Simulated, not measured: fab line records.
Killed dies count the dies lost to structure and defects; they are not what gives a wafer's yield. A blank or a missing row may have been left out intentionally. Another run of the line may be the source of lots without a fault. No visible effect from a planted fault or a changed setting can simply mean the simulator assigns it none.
Which of the tools did it? | flow sky130 | Sampling: 13 lots, 39 wafers, 4 of 708 route steps

== WHAT EACH GAUGE READ, for each wafer ==
SKY_VIA4_OVL_MEAS_11.
lot  | measured     | on         | VIA4_OVL (nm)
L357 | day 42 19:22 | overlay-01 | -0.1 1.4 2.2
L358 | day 43 03:02 | overlay-02 | 1.5 1.3 0.1
L360 | day 43 17:50 | overlay-01 | 1.4 1.5 1.6
L361 | day 43 21:05 | overlay-01 | -0.9 -2.0 -1.3
L363 | day 44 18:17 | overlay-02 | 2.0 0.4 2.6
L364 | day 44 20:04 | overlay-01 | -0.2 0.5 -0.3
L365 | day 45 03:57 | overlay-02 | 1.2 1.0 0.8
L366 | day 45 13:01 | overlay-02 | 2.0 1.8 2.8
L367 | day 45 14:43 | overlay-02 | 2.0 3.6 4.5
L375 | day 48 09:11 | overlay-01 | 1.9 -2.8 -0.4
L376 | day 48 09:29 | overlay-01 | -1.4 -1.0 0.3
L378 | day 48 10:09 | overlay-02 | 0.6 -1.2 0.7
L377 | day 48 12:17 | overlay-01 | 2.3 1.7 1.3

SKY_PASSIVATION_THK_MEAS_03.
lot  | measured     | on            | PASSIVATION_CVD_02_THK (nm)
L357 | day 43 20:52 | film_metro-02 | 542 535 540
L358 | day 44 03:16 | film_metro-03 | 542 528 542
L360 | day 44 20:06 | film_metro-02 | 535 530 546
L361 | day 44 22:35 | film_metro-03 | 554 563 567
L363 | day 45 19:05 | film_metro-03 | 539 541 538
L364 | day 45 20:32 | film_metro-03 | 540 537 547
L365 | day 46 03:16 | film_metro-02 | 546 541 543
L366 | day 46 12:28 | film_metro-01 | 547 543 553
L367 | day 46 14:31 | film_metro-02 | 535 544 546
L375 | day 49 05:47 | film_metro-03 | 547 547 557
L376 | day 49 06:23 | film_metro-03 | 539 538 544
L378 | day 49 07:04 | film_metro-01 | 546 559 554
L377 | day 49 09:27 | film_metro-03 | 547 545 552

SKY_PAD_OPEN_BOW_MEAS_13.
lot  | measured     | on            | PAD_OPEN_BOW (um)
L357 | day 45 19:50 | film_metro-03 | 45 46 47
L358 | day 46 01:47 | film_metro-02 | 44 34 28
L360 | day 46 16:18 | film_metro-02 | 58 44 51
L361 | day 46 19:11 | film_metro-02 | 56 48 46
L363 | day 47 12:46 | film_metro-02 | 49 51 59
L364 | day 47 15:09 | film_metro-03 | 46 50 40
L365 | day 47 20:49 | film_metro-04 | 52 48 55
L366 | day 48 03:53 | film_metro-03 | 50 28 36
L367 | day 48 05:47 | film_metro-04 | 51 54 52
L375 | day 50 17:38 | film_metro-03 | 47 38 46
L376 | day 50 18:44 | film_metro-04 | 25 17 32
L378 | day 50 19:40 | film_metro-03 | 51 42 43
L377 | day 50 21:49 | film_metro-04 | 56 52 49

== TOOL THAT RAN EACH LOT (tool first, then ch and the chambers of the sampled wafers, then the start) ==
lot  | SKY_LI_CONTACT_CLEAN_17
L357 | wet_bench-03 ch 0, day 29 03:04
L358 | wet_bench-03 ch 1, day 29 19:07
L360 | wet_bench-03 ch 3, day 30 05:43
L361 | wet_bench-04 ch 2, day 30 09:36
L363 | wet_bench-01 ch 2, day 31 10:10
L364 | wet_bench-04 ch 1, day 31 11:57
L365 | wet_bench-04 ch 2, day 32 06:54
L366 | wet_bench-01 ch 0, day 32 09:49
L367 | wet_bench-03 ch 3, day 32 14:09
L375 | wet_bench-03 ch 2, day 36 03:09
L376 | wet_bench-01 ch 0, day 36 03:30
L378 | wet_bench-03 ch 1, day 36 04:49
L377 | wet_bench-03 ch 0, day 36 07:23
- SKY_LI_CONTACT_CLEAN_17: cleans in NMP, time 600 s.

== AS READ BY THE TOOLS THEMSELVES (means over the sampled wafers that have a number; for cases with no such wafer, the mark the record gives instead) ==
The record holds no such reading with a usual standard deviation.

== THE ANSWER, worked out from the rows above alone ==
Rule: what is usual is taken from the lots themselves. The widest of any qualifying gaps counts: lots, ordered by their means at a reading, are off when they make up no more than a third of the lots, leave a main group of 4 or more, and stand apart from it by 3 or more times the standard deviation of that group's means. A main group whose means are all the same, to the digits that the tables above print for the reading, isn't used. A lot without any number at a reading at which 4 lots or more have one is off too. Where the step has rows for the other lots, those lots are counted as sound. The gauges are gone through in route order, then the tools' own readings, and for those a lot's mean is taken as printed above. At the first step where some lot is off, the reading lying furthest off is the one used; lots without a number count as furthest.
No lot is off on any of the readings shown, so nothing can be concluded from this.

== WHAT HAD BEEN PUT IN BY THE SIMULATOR ==
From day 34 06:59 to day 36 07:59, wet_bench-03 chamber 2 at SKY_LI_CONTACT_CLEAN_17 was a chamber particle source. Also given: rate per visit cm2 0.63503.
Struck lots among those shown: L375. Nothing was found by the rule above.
